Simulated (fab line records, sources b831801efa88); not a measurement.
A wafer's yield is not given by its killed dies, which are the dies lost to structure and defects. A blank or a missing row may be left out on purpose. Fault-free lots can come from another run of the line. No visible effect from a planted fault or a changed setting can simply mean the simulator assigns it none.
Problem report in the 8D (eight disciplines) form, filled by code / flow sky130 / the parts of the form that need people (team, actions taken, sign-off) are left out

1. WHAT IS WRONG
Mean of oesProductAu at SKY_VIA2_ETCH_15: 0.882 a.u. across 6 wafers in 2 lots; on wafers with no fault it is 0.939 a.u. (standard deviation 0.0049). Relative to the usual mean, that is a shift of -12 standard deviations.
The step: etches SiO2 in C4F8/O2/Ar, stops on TiN, target depth 546 nm, time 84 s.
Earliest sighting: wafer L270.3 on rieDiel-01 at day 38 19:50. Wafers with a number at this step in the record: 33, from 11 lots. The rule behind "out" and "out of limits": a value lying over 4 standard deviations away from the usual mean. All remaining wafers that have a number are taken as sound.

2. WHAT IT IS AND WHAT IT IS NOT
question=which readings at this step | is=oesProductAu | is not=-
question=which lots | is=L269, L270 | is not=L262, L264, L265, L266, L268, L281, L282, L283, L284
question=which wafers of those lots | is=all that have a number | is not=-
question=read on which tools | is=rieDiel-01, rieDiel-03 | is not=rieDiel-04
question=when | is=from day 38 19:50 | is not=up to then (15 sound wafers); but 12 sound wafers of L281, L282, L283, L284 came after

3. THE SUSPECTS, EACH WITH WHAT RULES IT OUT
Counting: a tool at a process step up to the reading stays a suspect if it ran every lot that is out and no sound lot after the first of them.
- cmp-02 at SKY_VIA2_CMP_02 (polishes SiO2): ruled out as a lasting fault. The sound lots L282, L283, L284 went through it after L270, its earliest lot that is out (day 37 16:58).
Left after counting: nothing in the record.

4. THE CAUSE (what the simulator had put in)
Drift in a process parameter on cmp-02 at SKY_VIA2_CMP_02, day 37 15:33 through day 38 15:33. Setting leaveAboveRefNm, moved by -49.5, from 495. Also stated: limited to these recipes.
Counting ruled it out, wrongly: the rule takes a fault to strike every lot that its tool runs from its start on, and this one did not.

5. THE CHAIN OF EFFECTS, in route order
Rows list readings where the struck wafers' mean (over those with a number) sits beyond 3 standard deviations from the usual. Scope: only readings with a usual standard deviation given in the record; hours: median across lots of the time from each lot's start at the first step in this table that gives one to its start at this step; sigmas: change in usual standard deviations.
hours=0; step=SKY_VIA2_ETCH_15; reading=oesProductAu; usual=0.939 a.u.; on struck wafers=0.882; change=-0.057; sigmas=-12
Here are the process steps it includes:
- SKY_VIA2_ETCH_15: etches SiO2 in C4F8/O2/Ar, stops on TiN, target depth 546 nm, time 84 s.

6. HOW IT WOULD HAVE BEEN CAUGHT EARLIER
28 hours passed between the start of the fault at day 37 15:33 and the first reading out of limits in this record, taken at day 38 19:50.
An alarm limit of 4 standard deviations would not have fired on the tool readings at SKY_VIA2_CMP_02 for which the record gives a usual standard deviation, since none of them was out on any struck wafer.
